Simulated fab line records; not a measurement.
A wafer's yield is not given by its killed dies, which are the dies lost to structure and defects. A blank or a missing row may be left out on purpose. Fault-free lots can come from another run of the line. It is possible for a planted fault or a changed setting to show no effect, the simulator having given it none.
Which tool is to blame? | flow sky130 | 10 lots with 30 wafers sampled at 6 steps, on a route of 708 steps

== WHAT EACH GAUGE READ, for each wafer ==
SKY_GATE_OXIDE_TW_MEAS_14. Usual: for GATE_OXIDE_TW the level is 226.5 and the standard deviation is 2.5.
lot  | measured     | on            | GATE_OXIDE_TW     | flag
L511 | day 15 20:32 | film-metro-02 | 223.6 223.8 222.9 |
L512 | day 15 23:39 | film-metro-04 | 227.8 228.5 230.8 |
L513 | day 16 10:10 | film-metro-04 | 229.2 230.0 228.8 |
L515 | day 16 14:03 | film-metro-04 | 228.3 229.4 228.9 |
L518 | day 17 21:43 | film-metro-01 | 225.9 226.2 225.4 |
L526 | day 20 07:31 | film-metro-01 | 225.5 226.7 226.1 |
L527 | day 20 22:17 | film-metro-04 | 227.5 227.2 227.2 |
L528 | day 21 01:15 | film-metro-02 | 223.2 223.5 222.6 |
L529 | day 21 12:45 | film-metro-04 | 229.9 229.1 229.4 |
L530 | day 21 15:03 | film-metro-04 | 229.9 230.1 228.8 |

SKY_RES_PROTECT_TW_MEAS_08. Usual: for POLY_GATE_TW the level is 4058 and the standard deviation is 44.
lot  | measured     | on            | POLY_GATE_TW   | flag
L511 | day 17 03:35 | film-metro-03 | 4040 4015 4036 |
L512 | day 17 07:20 | film-metro-04 | 4079 4044 4090 |
L513 | day 17 21:40 | film-metro-03 | 4033 4043 4029 |
L515 | day 18 00:02 | film-metro-01 | 4043 4017 4023 |
L518 | day 19 07:11 | film-metro-04 | 4091 4097 4106 |
L526 | day 21 17:21 | film-metro-03 | 3718 3715 3716 | OFF
L527 | day 22 08:06 | film-metro-03 | 4033 4003 4046 |
L528 | day 22 11:08 | film-metro-04 | 3746 3758 3744 | OFF
L529 | day 22 21:57 | film-metro-01 | 4001 4014 4005 |
L530 | day 23 00:44 | film-metro-04 | 4099 4093 4098 |

== EACH LOT AND THE TOOL THAT RAN IT (in order: tool; ch and the chambers of the sampled wafers; start) ==
lot  | SKY_PWDE_STRIP_09                   | SKY_VT_ADJUST_NCORE_STRIP_10         | SKY_POLY_GATE_IMPLANT_02        | SKY_RES_PROTECT_STRIP_07
L511 | plasma-asher-04 ch 1, day 5 04:38   | plasma-asher-01 ch 0,1, day 10 06:09 | implanter-01 ch 0, day 17 03:20 | plasma-asher-04 ch 0, day 17 03:29
L512 | plasma-asher-01 ch 0,1, day 5 09:24 | plasma-asher-01 ch 0,1, day 10 09:24 | implanter-04 ch 0, day 17 07:05 | plasma-asher-04 ch 0,1, day 17 07:14
L513 | plasma-asher-04 ch 0,1, day 5 09:47 | plasma-asher-04 ch 0,1, day 10 12:54 | implanter-02 ch 0, day 17 21:26 | plasma-asher-02 ch 0,1, day 17 21:34
L515 | plasma-asher-01 ch 0,1, day 5 18:23 | plasma-asher-04 ch 0,1, day 10 23:22 | implanter-01 ch 0, day 17 23:49 | plasma-asher-02 ch 0,1, day 17 23:56
L518 | plasma-asher-04 ch 0,1, day 6 12:08 | plasma-asher-04 ch 0,1, day 11 23:05 | implanter-02 ch 0, day 19 06:56 | plasma-asher-03 ch 0,1, day 19 07:05
L526 | plasma-asher-01 ch 0,1, day 8 02:45 | plasma-asher-04 ch 0,1, day 13 21:10 | implanter-01 ch 0, day 21 17:06 | plasma-asher-04 ch 0,1, day 21 17:15
L527 | plasma-asher-01 ch 0,1, day 8 09:38 | plasma-asher-03 ch 0,1, day 14 08:45 | implanter-04 ch 0, day 22 07:51 | plasma-asher-02 ch 0,1, day 22 08:00
L528 | plasma-asher-03 ch 0,1, day 8 13:57 | plasma-asher-03 ch 0,1, day 14 11:12 | implanter-01 ch 0, day 22 10:53 | plasma-asher-03 ch 0,1, day 22 11:02
L529 | plasma-asher-03 ch 0,1, day 8 21:03 | plasma-asher-03 ch 0,1, day 14 22:35 | implanter-04 ch 0, day 22 21:42 | plasma-asher-03 ch 0,1, day 22 21:51
L530 | plasma-asher-04 ch 0,1, day 9 01:16 | plasma-asher-04 ch 0,1, day 15 02:55 | implanter-04 ch 0, day 23 00:29 | plasma-asher-04 ch 0,1, day 23 00:38
- SKY_PWDE_STRIP_09: strips in O2/N2.
- SKY_VT_ADJUST_NCORE_STRIP_10: strips in O2/N2.
- SKY_POLY_GATE_IMPLANT_02
- SKY_RES_PROTECT_STRIP_07: strips in O2/N2.

== WHAT THE TOOLS THEMSELVES READ (means of the sampled wafers that have a number; where no wafer has one, the mark that the record gives instead) ==
SKY_PWDE_STRIP_09. Usual: drypump-motor-current-A 5.78 A, standard deviation 0.15; oes-product-au 0.722 a.u., standard deviation 0.0042; strip-time-to-endpoint-s 36.92 s, standard deviation 0.097.
lot  | tool            | drypump-motor-current-A (A) | oes-product-au (a.u.) | strip-time-to-endpoint-s (s) | flag
L511 | plasma-asher-04 | 5.80                        | 0.723                 | 36.90                        |
L512 | plasma-asher-01 | 5.82                        | 0.722                 | 36.85                        |
L513 | plasma-asher-04 | 5.72                        | 0.720                 | 36.99                        |
L515 | plasma-asher-01 | 5.81                        | 0.721                 | 36.71                        |
L518 | plasma-asher-04 | 5.76                        | 0.725                 | 36.91                        |
L526 | plasma-asher-01 | 5.79                        | 0.720                 | 36.98                        |
L527 | plasma-asher-01 | 5.80                        | 0.722                 | 36.94                        |
L528 | plasma-asher-03 | 5.91                        | 0.723                 | 36.91                        |
L529 | plasma-asher-03 | 5.73                        | 0.723                 | 36.93                        |
L530 | plasma-asher-04 | 5.74                        | 0.720                 | 36.78                        |

SKY_VT_ADJUST_NCORE_STRIP_10. Usual: drypump-motor-current-A 5.78 A, standard deviation 0.15; oes-product-au 0.716 a.u., standard deviation 0.0044; strip-time-to-endpoint-s 14.07 s, standard deviation 0.038.
lot  | tool            | drypump-motor-current-A (A) | oes-product-au (a.u.) | strip-time-to-endpoint-s (s) | flag
L511 | plasma-asher-01 | 5.81                        | 0.715                 | 14.02                        |
L512 | plasma-asher-01 | 5.79                        | 0.723                 | 14.06                        |
L513 | plasma-asher-04 | 5.77                        | 0.711                 | 14.08                        |
L515 | plasma-asher-04 | 5.73                        | 0.719                 | 14.09                        |
L518 | plasma-asher-04 | 5.76                        | 0.715                 | 14.01                        |
L526 | plasma-asher-04 | 5.79                        | 0.714                 | 14.11                        |
L527 | plasma-asher-03 | 5.87                        | 0.716                 | 14.01                        |
L528 | plasma-asher-03 | 5.90                        | 0.716                 | 14.09                        |
L529 | plasma-asher-03 | 5.72                        | 0.717                 | 14.07                        |
L530 | plasma-asher-04 | 5.75                        | 0.715                 | 14.03                        |

SKY_POLY_GATE_IMPLANT_02. Usual: beam-on-s 36.7 s, standard deviation 1.4; dose-ions-cm2 7.702e+15, standard deviation 7.8e+12; end-station-pressure-torr 1.05e-05 Torr, standard deviation 6.2e-07.
lot  | tool         | beam-on-s (s) | dose-ions-cm2 | end-station-pressure-torr (Torr) | flag
L511 | implanter-01 | 38.0          | 7.712e+15     | 9.73e-06                         |
L512 | implanter-04 | 35.9          | 7.700e+15     | 1.00e-05                         |
L513 | implanter-02 | 36.3          | 7.702e+15     | 1.00e-05                         |
L515 | implanter-01 | 38.4          | 7.705e+15     | 1.02e-05                         |
L518 | implanter-02 | 36.5          | 7.711e+15     | 1.04e-05                         |
L526 | implanter-01 | 14.9          | 3.066e+15     | 1.31e-05                         | OFF
L527 | implanter-04 | 35.3          | 7.701e+15     | 1.06e-05                         |
L528 | implanter-01 | 15.2          | 3.083e+15     | 1.33e-05                         | OFF
L529 | implanter-04 | 35.6          | 7.707e+15     | 1.07e-05                         |
L530 | implanter-04 | 35.4          | 7.699e+15     | 1.09e-05                         |

SKY_RES_PROTECT_STRIP_07. Usual: drypump-motor-current-A 5.75 A, standard deviation 0.18; oes-product-au 0.518 a.u., standard deviation 0.0045; strip-time-to-endpoint-s 23.29 s, standard deviation 0.041.
lot  | tool            | drypump-motor-current-A (A) | oes-product-au (a.u.) | strip-time-to-endpoint-s (s) | flag
L511 | plasma-asher-04 | 5.70                        | 0.517                 | 23.31                        |
L512 | plasma-asher-04 | 5.78                        | 0.519                 | 23.25                        |
L513 | plasma-asher-02 | 5.76                        | 0.518                 | 23.31                        |
L515 | plasma-asher-02 | 5.65                        | 0.515                 | 23.32                        |
L518 | plasma-asher-03 | 5.72                        | 0.517                 | 23.34                        |
L526 | plasma-asher-04 | 5.79                        | 0.568                 | 19.76                        | OFF
L527 | plasma-asher-02 | 5.66                        | 0.515                 | 23.22                        |
L528 | plasma-asher-03 | 5.89                        | 0.577                 | 19.62                        | OFF
L529 | plasma-asher-03 | 5.72                        | 0.518                 | 23.27                        |
L530 | plasma-asher-04 | 5.72                        | 0.519                 | 23.30                        |

== THE ANSWER, worked out from the rows above alone ==
Rule: a lot is off if the mean of its wafers that have a number lies more than 3 standard deviations from the usual mean. A lot without any number at a reading at which 4 lots or more have one is off too. The other lots that the step has rows for count as sound. After the gauges, taken in route order, come the tools' own readings; for these a lot's mean is taken, as printed above. At the first step where some lot is off, the reading lying furthest off is the one used; lots without a number count as furthest.
Off: at SKY_RES_PROTECT_TW_MEAS_08 (POLY_GATE_TW), L526, L528.
If a tool, at a process step before that reading, ran all the lots that are off and no sound lot after the first of them, it fits. Not tried: the gauges at SKY_RES_PROTECT_TW_MEAS_08; whatever is off there is also off at SKY_POLY_GATE_IMPLANT_02, on other tools, and gauge error can't account for it. One fits: implanter-01 at SKY_POLY_GATE_IMPLANT_02. Its last sound lot is L515 (day 17 23:49), its first lot that is off L526 (day 21 17:06): a fault that began between those two fits.
The tool's own readings at SKY_POLY_GATE_IMPLANT_02 bear it out: on the lots that are off they differ by more than 5 times the standard deviation of the sound lots' means. beam-on-s reads 15.1 s there against 36.4 s on the sound lots; dose-ions-cm2 reads 3.074e+15 there against 7.705e+15 on the sound lots; end-station-pressure-torr reads 1.32e-05 Torr there against 1.03e-05 Torr on the sound lots.

== WHAT THE SIMULATOR PUT IN ==
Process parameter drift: implanter-01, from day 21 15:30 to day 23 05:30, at SKY_POLY_GATE_IMPLANT_02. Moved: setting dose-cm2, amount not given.
Struck lots among those shown: L526, L528. The rule above reached the same finding.
